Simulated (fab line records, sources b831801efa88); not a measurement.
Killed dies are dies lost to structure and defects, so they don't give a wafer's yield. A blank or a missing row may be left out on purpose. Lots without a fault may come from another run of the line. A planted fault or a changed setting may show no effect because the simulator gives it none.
A struck lot beside a sound one | flow sky130 | 31 steps out of a route of 708
Sound: wafers L654.2, L654.3, L654.6. Struck: wafers L670.1, L670.4, L670.6. The cause comes at the end.
At each step with rows: each side's tool, then ch and its chambers, then its first start. Under that, the readings that differ: sound wafers | struck wafers | difference of the means | sigmas: that difference in standard deviations of wafers without a fault.
alike: readings whose means differ by less than 2 such deviations, and words and numbers that are the same on both sides. not compared: withheld readings, readings that some wafer has no value for, bounds like >300 that may hide the same value, and numbers for which the record gives no deviation and whose values overlap.
The two part at a step that has a row with sigmas, a row that says differs or no value, or rows on one side only. Numbers that don't overlap but have no deviation are shown without sigmas and don't part them. A reading that every wafer of one side lacks parts them only if that side has two wafers or more.

first, 1 step without rows for these wafers: SKY_PWDE_IMPLANT_08.
SKY_PWDE_STRIP_09: strips in O2/N2.
  sound on plasma_asher-02 ch 0,1, day 5 01:45; struck on plasma_asher-03 ch 0,1, day 8 16:06
  alike: drypump_motor_current_A, oes_product_au, strip_time_to_endpoint_s
  not compared: rf_hours_counter_h
SKY_PWDE_TW_MEAS_10:
  sound on film_metro-01, day 5 01:52; struck on film_metro-02, day 8 16:12
  alike: PWDE_TW
then, 7 steps without rows for these wafers: SKY_NWELL_DEHYDRATE_03 (time 60 s); SKY_NWELL_HMDS_04 (prime time 60 s); SKY_NWELL_COAT_05 (resist thk 3000 nm); SKY_NWELL_SOFTBAKE_06; SKY_NWELL_EXPOSE_07 (exposes mask NWM, target cd 840 nm); SKY_NWELL_PEB_08; SKY_NWELL_DEVELOP_09 (develop time 60 s).
SKY_NWELL_OVL_MEAS_10:
  sound on overlay-02, day 5 17:57; struck on overlay-02, day 9 13:47
  alike: NWELL_00_OVL
then, 1 step without rows for these wafers: SKY_NWELL_IMPLANT_11.
SKY_NWELL_IMPLANT_12:
  sound on implanter-02 ch 0, day 5 18:10; struck on implanter-04 ch 0, day 9 13:58
  reading            | sound                            | struck                        | difference | sigmas
  dose_ions_cm2      | 1.3008e+12 1.3006e+12 1.2978e+12 | 7.561e+11 7.574e+11 7.563e+11 | -5.431e+11 | -99 or more
  faraday_current_uA | 7.30 7.36 7.39                   | 4.32 4.32 4.36                | -3.02      | -22
then, 1 step without rows for these wafers: SKY_NWELL_IMPLANT_13.
SKY_NWELL_STRIP_14: strips in O2/N2.
  sound on plasma_asher-04 ch 0, day 5 18:26; struck on plasma_asher-03 ch 1, day 9 14:16
  alike: drypump_motor_current_A, oes_product_au, strip_time_to_endpoint_s
  not compared: rf_hours_counter_h
SKY_NWELL_TW_MEAS_15:
  sound on film_metro-04, day 5 18:32; struck on film_metro-04, day 9 14:22
  alike: NWELL_TW
then, 7 steps without rows for these wafers: SKY_NWELL_DEHYDRATE_16 (time 60 s); SKY_NWELL_HMDS_17 (prime time 60 s); SKY_NWELL_COAT_18 (resist thk 3000 nm); SKY_NWELL_SOFTBAKE_19; SKY_NWELL_EXPOSE_20 (exposes mask NWM COMPLEMENT, target cd 840 nm); SKY_NWELL_PEB_21; SKY_NWELL_DEVELOP_22 (develop time 60 s).
SKY_NWELL_OVL_MEAS_23:
  sound on overlay-01, day 6 10:41; struck on overlay-01, day 10 11:08
  alike: NWELL_01_OVL
then, 1 step without rows for these wafers: SKY_NWELL_IMPLANT_24.
SKY_NWELL_STRIP_25: strips in O2/N2.
  sound on plasma_asher-01 ch 0, day 6 10:52; struck on plasma_asher-03 ch 0,1, day 10 11:19
  reading                      | sound             | struck            | difference | sigmas
  strip_time_to_endpoint_s (s) | 37.20 37.02 37.06 | 36.83 36.81 36.84 | -0.27      | -2
  alike: drypump_motor_current_A, oes_product_au
  not compared: rf_hours_counter_h
SKY_NWELL_TW_MEAS_26:
  sound on film_metro-01, day 6 10:58; struck on film_metro-04, day 10 11:25
  alike: NWELL_2_TW
then, 1 step without rows for these wafers: SKY_NWELL_CLEAN_27 (cleans in SC1/SC2, time 150 s).
SKY_NWELL_RTA_28: time 30 s.
  sound on rtp_anneal-02 ch 0, day 6 11:05; struck on rtp_anneal-01 ch 0, day 10 11:32
  alike: anneal_temp_c_max, lamp_power_pct, wafer_temp_C_max
SKY_NWELL_RS_MEAS_29: measures by four-point-probe.
  sound on film_metro-02, day 6 11:11; struck on film_metro-01, day 10 11:38
  reading           | sound             | struck            | difference | sigmas
  NWELL_RS (ohm/sq) | 625.3 623.9 625.7 | 641.3 641.5 638.8 | +15.6      | +11
-- the record jumps here: 40 days lie between the struck wafers' starts before and after (it left off in module NWELL and takes up again in module PAD_OPEN, whose first step shown is number 708 of the route) --
SKY_PAD_OPEN_PROBE_99:
  sound on prober-02, day 46 21:29; struck on prober-02, day 50 17:46
  reading                                   | sound                         | struck                        | difference | sigmas
  model.etest.nfet_16v.r_on_ohm_um          | 1.379e+04 1.387e+04 1.408e+04 | 1.534e+04 1.521e+04 1.517e+04 | +1.327e+03 |
  model.etest.pfet_g5v0d10v5.r_on_ohm_um    | 4696 4687 4746                | 4528 4570 4502                | -176       |
  model.etest.tip_p_5v.rs_ohm_sq            | 2872 2886 2859                | 2769 2798 2768                | -94        |
  model.etest.pfet_g5v0d10v5.drive_ua_um    | 343.3 344.8 342               | 363.3 363.4 364.7             | +20.4      |
  model.etest.pfet_01v8_lvt.drive_ua_um     | 175.3 174.7 174.3             | 192.8 191 190.7               | +16.7      |
  model.etest.pfet_g5v0d10v5.off_log10_a_um | -12.65 -12.55 -12.83          | -10.41 -10.17 -10.12          | +2.44      |
  model.etest.pfet_01v8_lvt.off_log10_a_um  | -8.898 -8.978 -8.976          | -7.327 -7.332 -7.496          | +1.566     |
  alike: killed_at_M0_to_M3, killed_at_M4_up, killed_at_contacts, killed_at_front_end, killed_at_other, killed_dies, killed_open, killed_short
  not compared: model.etest.pfet_16v.drive_ua_um

WHERE THEY PART
First at SKY_NWELL_IMPLANT_12; last, within this record, at SKY_NWELL_RS_MEAS_29. Later steps at which nothing parts them and some readings are alike: SKY_PAD_OPEN_PROBE_99.

WHY: what the simulator had put in
Process parameter drift: implanter-04, from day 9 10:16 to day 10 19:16, at SKY_NWELL_IMPLANT_12. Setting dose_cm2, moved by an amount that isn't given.
